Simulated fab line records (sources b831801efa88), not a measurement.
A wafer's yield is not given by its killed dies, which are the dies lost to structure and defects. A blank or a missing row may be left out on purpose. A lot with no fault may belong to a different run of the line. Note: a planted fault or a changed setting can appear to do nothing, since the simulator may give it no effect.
Struck lot and sound lot, side by side | flow sky130 | 28 out of 708 route steps
Sound: these wafers, L744.1, L744.3, L744.4. Struck: wafers L753.1, L753.6. (L753.4 of the same lot was not struck and is left out.) The cause comes at the end.
At each step with rows: each side's tool, then ch and its chambers, then its first start. Under that, the readings that differ: sound wafers | struck wafers | difference of the means | sigmas: that difference in standard deviations of wafers without a fault.
alike: readings whose means differ by less than 2 such deviations, and words and numbers that are the same on both sides. not compared: withheld readings, readings that some wafer has no value for, bounds like >300 that may hide the same value, and numbers for which the record gives no deviation and whose values overlap.
A row with sigmas, a row that says differs or no value, or rows on one side alone: a step with any of these is where the two part. When numbers do not overlap yet have no deviation, they are printed without sigmas and do not part them. A reading missing from all wafers of one side parts the sides only when that side holds two or more wafers.

first, 1 step without rows for these wafers: SKY_VIA4_ETCH_12 (etches SiO2 in C4F8/O2/Ar, stops on TiN, target depth 580 nm).
SKY_VIA4_STRIP_13: strips in O2/N2.
  sound on plasma-asher-03 ch 0,1, day 44 12:56; struck on plasma-asher-03 ch 0,1, day 46 20:28
  alike: drypump-motor-current-A, oes-product-au, strip-time-to-endpoint-s
  not compared: rf-hours-counter-h
then, 5 steps without rows for these wafers: SKY_VIA4_STRIP_14 (strips in post etch residue remover, time 1200 s); SKY_VIA4_CLEAN_15 (cleans in IPA, time 180 s); SKY_VIA4_CLEAN_16 (cleans in O3/DIW); SKY_VIA4_SPUTTER_17 (material TiN, target thk 20 nm, time 80 s); SKY_VIA4_CVD_18 (deposits W, target thk 505 nm, time 152.14 s).
SKY_VIA4_RS_MEAS_19: uses a four-point probe to measure.
  sound on film-metro-02 at day 44 13:46; struck on film-metro-03 at day 46 21:17
  alike: VIA4_W_RS
SKY_VIA4_THK_MEAS_20: measures by xrf.
  sound on film-metro-02 at day 44 13:53; struck on film-metro-03 at day 46 21:24
  alike: VIA4_W_THK
SKY_VIA4_CMP_21: polishes, stops on SiO2, t overpolish 25 s, target thk 0 nm.
  sound on cmp-01 ch 0,2,3, day 44 13:56; struck on cmp-01 ch 0,2, day 46 21:31
  alike: edge-zone-pressure-frac, motor-current-A, overpolish-run-s, slurry-flow-ml-min, time-to-endpoint-s
SKY_METAL5_SPUTTER_00: material Ti, target thk 15 nm, time 10 s.
  sound on pvd-sputter-04 at day 44 14:14; struck on pvd-sputter-02 at day 46 21:46
  alike: throttle-valve-pct
SKY_METAL5_SPUTTER_01: material TiN, target thk 20 nm, time 16.7 s.
  sound on pvd-sputter-04 at day 44 14:16; struck on pvd-sputter-02 at day 46 21:47
  alike: throttle-valve-pct
SKY_METAL5_SPUTTER_02: material AlCu, target thk 1150 nm, time 61.2 s.
  sound on pvd-sputter-04 at day 44 14:17; struck on pvd-sputter-02 at day 46 21:49
  reading                                     | sound          | struck      | difference | sigmas
  model.AlCu_of_METAL5_SPUTTER_02.thk-nm (nm) | 1163 1152 1151 | 981.5 983.7 | -172.7     |
  alike: throttle-valve-pct
then, 2 steps without rows for these wafers: SKY_METAL5_SPUTTER_03 (material Ti, target thk 5 nm, time 3.3 s); SKY_METAL5_SPUTTER_04 (material TiN, target thk 70 nm, time 58.3 s).
SKY_METAL5_RS_MEAS_05: uses a four-point probe to measure.
  sound on film-metro-03 at day 44 14:25; struck on film-metro-01 at day 46 21:56
  reading                 | sound                   | struck          | difference | sigmas
  METAL5_ALCU_RS (ohm/sq) | 0.02668 0.02693 0.02698 | 0.03174 0.03173 | +0.00487   | +17
SKY_METAL5_THK_MEAS_06: measures by xrf.
  sound on film-metro-03 at day 44 14:32; struck on film-metro-01 at day 46 22:03
  reading              | sound          | struck  | difference | sigmas
  METAL5_ALCU_THK (nm) | 1146 1133 1132 | 971 971 | -166       | -14
then, 7 steps without rows for these wafers: SKY_METAL5_DEHYDRATE_07 (time 60 s); SKY_METAL5_HMDS_08 (prime time 60 s); SKY_METAL5_COAT_09 (resist thk 1800 nm); SKY_METAL5_SOFTBAKE_10 (time 60 s); SKY_METAL5_EXPOSE_11 (exposes mask MM5, target cd 1600 nm); SKY_METAL5_PEB_12; SKY_METAL5_DEVELOP_13 (develop time 60 s).
SKY_METAL5_DESCUM_14: chemistry O2, time 11 s.
  sound on rie-metal-01 ch 0,1, day 45 14:13; struck on rie-metal-01 ch 0,1, day 47 17:19
  alike: drypump-motor-current-A, he-backside-leak-sccm, oes-product-au
  not compared: rf-hours-counter-h
SKY_METAL5_METAL_ETCH_15: etches the open film in Cl2/BCl3, stops on SiO2, target depth 1260 nm, time 252 s.
  sound on rie-metal-01 ch 0,1, day 45 14:16; struck on rie-metal-01 ch 0,1, day 47 17:20
  reading               | sound             | struck      | difference | sigmas
  oes-product-au (a.u.) | 0.900 0.898 0.896 | 0.838 0.829 | -0.065     | -14
  alike: drypump-motor-current-A, he-backside-leak-sccm, throttle-valve-pct
  not compared: rf-hours-counter-h
then, 1 step without rows for these wafers: SKY_METAL5_STRIP_16 (strips in O2/N2).
SKY_PAD_OPEN_PROBE_99:
  sound on prober-02 at day 47 11:33; struck on prober-02 at day 49 09:54
  reading                      | sound                   | struck         | difference | sigmas
  model.etest.met5.rs-ohm-sq   | 0.02673 0.02705 0.0272  | 0.03158 0.032  | +0.00480   |
  model.etest.met5.line-ohm-um | 0.01677 0.01708 0.01699 | 0.0198 0.01997 | +0.0029    |
  alike: defect-limited-yield, killed_at_M0_to_M3, killed_at_M4_up, killed-at-contacts, killed-at-front-end, killed-at-other, killed-dies, killed-open, killed-short, sort_bin_3_pad_short, sort_bin_5_function, sort_bin_6_memory, sort-n-pass, sort-yield-pct

## WHERE THEY PART
Last at SKY_METAL5_METAL_ETCH_15 as far as this record goes, first at SKY_METAL5_RS_MEAS_05. Later steps at which nothing parts them and some readings are alike: SKY_PAD_OPEN_PROBE_99.

WHY: what the simulator had put in
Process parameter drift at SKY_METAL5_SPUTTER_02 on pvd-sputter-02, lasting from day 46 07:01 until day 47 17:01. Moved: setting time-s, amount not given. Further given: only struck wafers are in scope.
